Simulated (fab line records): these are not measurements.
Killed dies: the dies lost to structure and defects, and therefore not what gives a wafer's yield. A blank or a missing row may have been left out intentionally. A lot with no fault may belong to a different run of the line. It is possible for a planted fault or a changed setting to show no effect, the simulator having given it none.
The tool behind it: which one? | flow gf180mcu | 39 wafers from 13 lots sampled at 4 of the route's 602 steps

WHAT EACH GAUGE READ, for each wafer
GF_VT_IMPLANT_TW_MEAS_43. Usual: VT_IMPLANT_4_TW gives 689 (standard deviation 3.7).
lot  | measured     | on           | VT_IMPLANT_4_TW | flag
L251 | day 7 18:56  | filmMetro-02 | 681 684 683     | 
L252 | day 8 00:37  | filmMetro-01 | 692 694 690     | 
L254 | day 8 14:55  | filmMetro-01 | 688 692 693     | 
L255 | day 8 20:52  | filmMetro-02 | 688 691 689     | 
L257 | day 9 08:58  | filmMetro-01 | 689 687 685     | 
L259 | day 9 23:41  | filmMetro-01 | 688 693 692     | 
L260 | day 10 07:10 | filmMetro-01 | 693 689 691     | 
L262 | day 10 21:50 | filmMetro-01 | 685 689 691     | 
L264 | day 11 13:11 | filmMetro-02 | 735 732 735     | OFF
L266 | day 11 23:20 | filmMetro-01 | 690 687 687     | 
L267 | day 12 07:25 | filmMetro-02 | 737 733 735     | OFF
L272 | day 13 19:37 | filmMetro-03 | 692 692 693     | 
L273 | day 14 02:49 | filmMetro-02 | 689 687 689     | 

GF_CONTACT_BOW_MEAS_05. Usual: CONTACT_BOW gives 66 um (standard deviation 6.8).
lot  | measured     | on           | CONTACT_BOW (um) | flag
L251 | day 15 13:55 | filmMetro-02 | 64 63 63         | 
L252 | day 15 21:54 | filmMetro-03 | 72 58 67         | 
L254 | day 16 12:12 | filmMetro-02 | 65 68 60         | 
L255 | day 16 17:49 | filmMetro-04 | 82 86 59         | 
L257 | day 17 14:11 | filmMetro-03 | 62 70 72         | 
L259 | day 18 10:38 | filmMetro-03 | 63 63 72         | 
L260 | day 18 17:35 | filmMetro-02 | 62 50 64         | 
L262 | day 19 16:41 | filmMetro-03 | 55 62 69         | 
L264 | day 20 10:25 | filmMetro-03 | 69 64 55         | 
L266 | day 20 23:56 | filmMetro-04 | 77 65 81         | 
L267 | day 21 09:04 | filmMetro-04 | 74 66 60         | 
L272 | day 23 03:04 | filmMetro-02 | 61 66 62         | 
L273 | day 23 11:51 | filmMetro-02 | 52 65 65         | 

TOOL THAT RAN EACH LOT (tool first, then ch and the chambers of the sampled wafers, then the start)
lot  | GF_VT_IMPLANT_IMPLANT_41        | GF_CONTACT_CMP_04
L251 | implanter-03 ch 0, day 7 18:42  | cmp-02 ch 0,3, day 15 13:35
L252 | implanter-03 ch 0, day 8 00:22  | cmp-02 ch 0,2,3, day 15 21:39
L254 | implanter-03 ch 0, day 8 14:40  | cmp-02 ch 0,2,3, day 16 12:00
L255 | implanter-01 ch 0, day 8 20:39  | cmp-01 ch 1,2, day 16 17:28
L257 | implanter-01 ch 0, day 9 08:43  | cmp-01 ch 0,1,3, day 17 13:53
L259 | implanter-03 ch 0, day 9 23:28  | cmp-01 ch 2,3, day 18 10:20
L260 | implanter-02 ch 0, day 10 06:55 | cmp-02 ch 0,2, day 18 17:17
L262 | implanter-02 ch 0, day 10 21:36 | cmp-02 ch 1,2,3, day 19 16:28
L264 | implanter-02 ch 0, day 11 12:57 | cmp-01 ch 0,3, day 20 10:06
L266 | implanter-03 ch 0, day 11 23:07 | cmp-02 ch 1,3, day 20 23:36
L267 | implanter-02 ch 0, day 12 07:10 | cmp-02 ch 0,1,2, day 21 08:49
L272 | implanter-03 ch 0, day 13 19:22 | cmp-01 ch 0,2, day 23 02:46
L273 | implanter-01 ch 0, day 14 02:34 | cmp-01 ch 1,2,3, day 23 11:35
- GF_VT_IMPLANT_IMPLANT_41
- GF_CONTACT_CMP_04: polishes SiO2.

WHAT THE TOOLS THEMSELVES READ (means of the sampled wafers that have a number; where no wafer has one, the mark that the record gives instead)
GF_VT_IMPLANT_IMPLANT_41. Usual: beamOnS 9.98 s, standard deviation 0.18; doseIonsCm2 1.013e+12, standard deviation 1.1e+09; faradayCurrentUA 5.73, standard deviation 0.098; tiltDeg 6.996 degrees, standard deviation 0.018.
lot  | tool         | beamOnS (s) | doseIonsCm2 | faradayCurrentUA | tiltDeg (degrees) | flag
L251 | implanter-03 | 9.97        | 1.012e+12   | 5.75             | 6.981             | 
L252 | implanter-03 | 10.09       | 1.013e+12   | 5.65             | 6.994             | 
L254 | implanter-03 | 9.82        | 1.012e+12   | 5.82             | 6.994             | 
L255 | implanter-01 | 9.94        | 1.013e+12   | 5.76             | 6.989             | 
L257 | implanter-01 | 10.01       | 1.015e+12   | 5.72             | 6.975             | 
L259 | implanter-03 | 10.17       | 1.014e+12   | 5.63             | 6.991             | 
L260 | implanter-02 | 9.98        | 1.013e+12   | 5.73             | 6.997             | 
L262 | implanter-02 | 10.10       | 1.014e+12   | 5.66             | 7.002             | 
L264 | implanter-02 | 10.06       | 1.252e+12   | 7.02             | 6.967             | OFF
L266 | implanter-03 | 10.03       | 1.012e+12   | 5.71             | 7.012             | 
L267 | implanter-02 | 9.95        | 1.252e+12   | 7.12             | 6.984             | OFF
L272 | implanter-03 | 10.02       | 1.013e+12   | 5.69             | 6.994             | 
L273 | implanter-01 | 9.92        | 1.013e+12   | 5.76             | 7.022             | 

GF_CONTACT_CMP_04. Usual: motorCurrentA 12.1 A, standard deviation 1.3; timeToEndpointS 113 s, standard deviation 6.3.
lot  | tool   | motorCurrentA (A) | timeToEndpointS (s) | flag
L251 | cmp-02 | 11.9              | 110                 | 
L252 | cmp-02 | 12.5              | 115                 | 
L254 | cmp-02 | 12.7              | 107                 | 
L255 | cmp-01 | 12.3              | 117                 | 
L257 | cmp-01 | 12.4              | 111                 | 
L259 | cmp-01 | 11.3              | 105                 | 
L260 | cmp-02 | 12.3              | 103                 | 
L262 | cmp-02 | 11.9              | 115                 | 
L264 | cmp-01 | 12.3              | 111                 | 
L266 | cmp-02 | 11.0              | 113                 | 
L267 | cmp-02 | 11.7              | 112                 | 
L272 | cmp-01 | 11.8              | 123                 | 
L273 | cmp-01 | 12.2              | 120                 | 

THE ANSWER, worked out from the rows above alone
Rule: a lot counts as off when the mean over its wafers that have a number is more than 3 standard deviations away from the usual mean. Also off: a lot with no number at a reading for which 4 or more lots have one. All remaining lots with rows at the step are treated as sound. The gauges are gone through in route order, then the tools' own readings, and for those a lot's mean is taken as printed above. The first step at which some lot is off is used, and at that step the reading that is off furthest; a lot without a number counts as furthest.
Off: at GF_VT_IMPLANT_TW_MEAS_43 (VT_IMPLANT_4_TW), L264, L267.
A tool fits if, at a process step before that reading, it ran every lot that is off, and no sound lot after the first of them. The gauges at GF_VT_IMPLANT_TW_MEAS_43 aren't tried: what is off there is off at GF_VT_IMPLANT_IMPLANT_41 too, on other tools, and a gauge's error can't cause that. One fits: implanter-02 at GF_VT_IMPLANT_IMPLANT_41. Its last sound lot is L262 (day 10 21:36), its first lot that is off L264 (day 11 12:57): a fault that began between those two fits.
The tool's own readings at GF_VT_IMPLANT_IMPLANT_41 bear it out: on the lots that are off they differ by more than 5 times the standard deviation of the sound lots' means. doseIonsCm2 reads 1.252e+12 there against 1.013e+12 on the sound lots; faradayCurrentUA reads 7.07 there against 5.72 on the sound lots.

WHAT HAD BEEN PUT IN BY THE SIMULATOR
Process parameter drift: implanter-02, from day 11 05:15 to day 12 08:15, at GF_VT_IMPLANT_IMPLANT_41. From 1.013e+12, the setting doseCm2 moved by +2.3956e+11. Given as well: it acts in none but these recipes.
Shown lots that were struck: L264, L267. Same finding as the rule above.
